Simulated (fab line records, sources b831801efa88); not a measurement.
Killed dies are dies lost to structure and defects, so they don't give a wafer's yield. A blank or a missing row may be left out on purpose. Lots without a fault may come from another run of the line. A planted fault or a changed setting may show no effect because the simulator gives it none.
A struck lot beside a sound one | flow sky130 | 16 steps out of a route of 708
Sound: wafers L484.4, L484.5, L484.6. Struck: wafers L470.2, L470.6. (L470.1 of the same lot was not struck and is left out.) The cause comes at the end.
At each step with rows: each side's tool, then ch and its chambers, then its first start. Under that, the readings that differ: sound wafers | struck wafers | difference of the means | sigmas: that difference in standard deviations of wafers without a fault.
alike: readings whose means differ by less than 2 such deviations, and words and numbers that are the same on both sides. not compared: withheld readings, readings that some wafer has no value for, bounds like >300 that may hide the same value, and numbers for which the record gives no deviation and whose values overlap.
The two part at a step that has a row with sigmas, a row that says differs or no value, or rows on one side only. Numbers that don't overlap but have no deviation are shown without sigmas and don't part them. A reading that every wafer of one side lacks parts them only if that side has two wafers or more.

first, 3 steps without rows for these wafers: SKY_METAL2_EXPOSE_12 (exposes mask MM2, target cd 140 nm); SKY_METAL2_PEB_13; SKY_METAL2_DEVELOP_14 (develop time 60 s).
SKY_METAL2_CD_MEAS_15: target cd 140 nm.
  sound on cd_sem-01, day 41 05:03; struck on cd_sem-02, day 35 02:55
  alike: cd_nm
SKY_METAL2_OVL_MEAS_16:
  sound on overlay-01, day 41 05:08; struck on overlay-01, day 35 03:02
  alike: METAL2_OVL
SKY_METAL2_DESCUM_17: chemistry O2, time 8 s.
  sound on rie_metal-03 ch 0,1, day 41 05:10; struck on rie_metal-02 ch 0,1, day 35 03:05
  reading                     | sound       | struck  | difference | sigmas
  drypump_motor_current_A (A) | 6.8 6.1 6.8 | 5.3 6.1 | -0.9       | -2
  alike: chamber_pressure_mTorr, oes_product_au
  not compared: rf_hours_counter_h
SKY_METAL2_ETCH_18: etches BARC in N2/H2, stops on SiO2, time 45.9 s, target depth 60 nm.
  sound on rie_metal-03 ch 0,1, day 41 05:12; struck on rie_metal-02 ch 0,1, day 35 03:07
  alike: chamber_pressure_mTorr, drypump_motor_current_A, oes_product_au, throttle_valve_pct
  not compared: rf_hours_counter_h
SKY_METAL2_METAL_ETCH_19: etches the open film in Cl2/BCl3, stops on SiO2, target depth 360 nm, time 78 s.
  sound on rie_metal-03 ch 0,1, day 41 05:16; struck on rie_metal-02 ch 0,1, day 35 03:10
  alike: chamber_pressure_mTorr, drypump_motor_current_A, oes_product_au, throttle_valve_pct
  not compared: rf_hours_counter_h
SKY_METAL2_STRIP_20: strips in O2/N2.
  sound on plasma_asher-01 ch 0,1, day 41 05:22; struck on plasma_asher-01 ch 0,1, day 35 03:16
  alike: chamber_pressure_mTorr, drypump_motor_current_A, oes_product_au, strip_time_to_endpoint_s
  not compared: rf_hours_counter_h
then, 3 steps without rows for these wafers: SKY_METAL2_STRIP_21 (strips in post etch residue remover, time 1200 s); SKY_METAL2_CLEAN_22 (cleans in IPA, time 180 s); SKY_METAL2_CLEAN_23 (cleans in O3/DIW).
SKY_VIA2_HDPCVD_00: deposits SiO2, target thk 1180 nm, time 196.7 s.
  sound on hdpcvd-02 ch 0,1,2, day 41 05:59; struck on hdpcvd-02 ch 0,1, day 35 03:52
  reading                                  | sound          | struck      | difference | sigmas
  model.SiO2_of_VIA2_HDPCVD_00.thk_nm (nm) | 1194 1196 1188 | 879.5 881.5 | -312.2     |
SKY_VIA2_THK_MEAS_01:
  sound on film_metro-03, day 41 06:05; struck on film_metro-04, day 35 04:13
  reading              | sound          | struck  | difference | sigmas
  VIA2_HDPCVD_THK (nm) | 1193 1196 1188 | 879 882 | -312       | -31
  not compared: hold
SKY_VIA2_CMP_02: polishes SiO2.
  sound on cmp-02 ch 1,2, day 41 06:07; struck on cmp-01 ch 2, day 35 06:09
  reading | sound | struck                                            | difference                   | sigmas
  hold    | - - - | await_dispo/1.9h/release await_dispo/1.9h/release | no value on the sound wafers |
  alike: motor_current_A
-- the record jumps here: 11 days lie between the struck wafers' starts before and after (it left off in module VIA2 and takes up again in module PAD_OPEN, whose first step shown is number 708 of the route) --
SKY_PAD_OPEN_PROBE_99:
  sound on prober-01, day 50 07:38; struck on prober-02, day 45 20:30
  reading         | sound | struck | difference | sigmas
  killed_at_M4_up | 1 1 2 | 7 4    | +4         | +2
  alike: defect_limited_yield, killed_at_M0_to_M3, killed_at_contacts, killed_at_front_end, killed_at_other, killed_dies, killed_open, killed_short, sort_bin_3_pad_short, sort_bin_5_function, sort_bin_6_memory, sort_n_pass, sort_yield_pct

WHERE THEY PART
First at SKY_METAL2_DESCUM_17; last, within this record, at SKY_PAD_OPEN_PROBE_99.

WHY: what the simulator had put in
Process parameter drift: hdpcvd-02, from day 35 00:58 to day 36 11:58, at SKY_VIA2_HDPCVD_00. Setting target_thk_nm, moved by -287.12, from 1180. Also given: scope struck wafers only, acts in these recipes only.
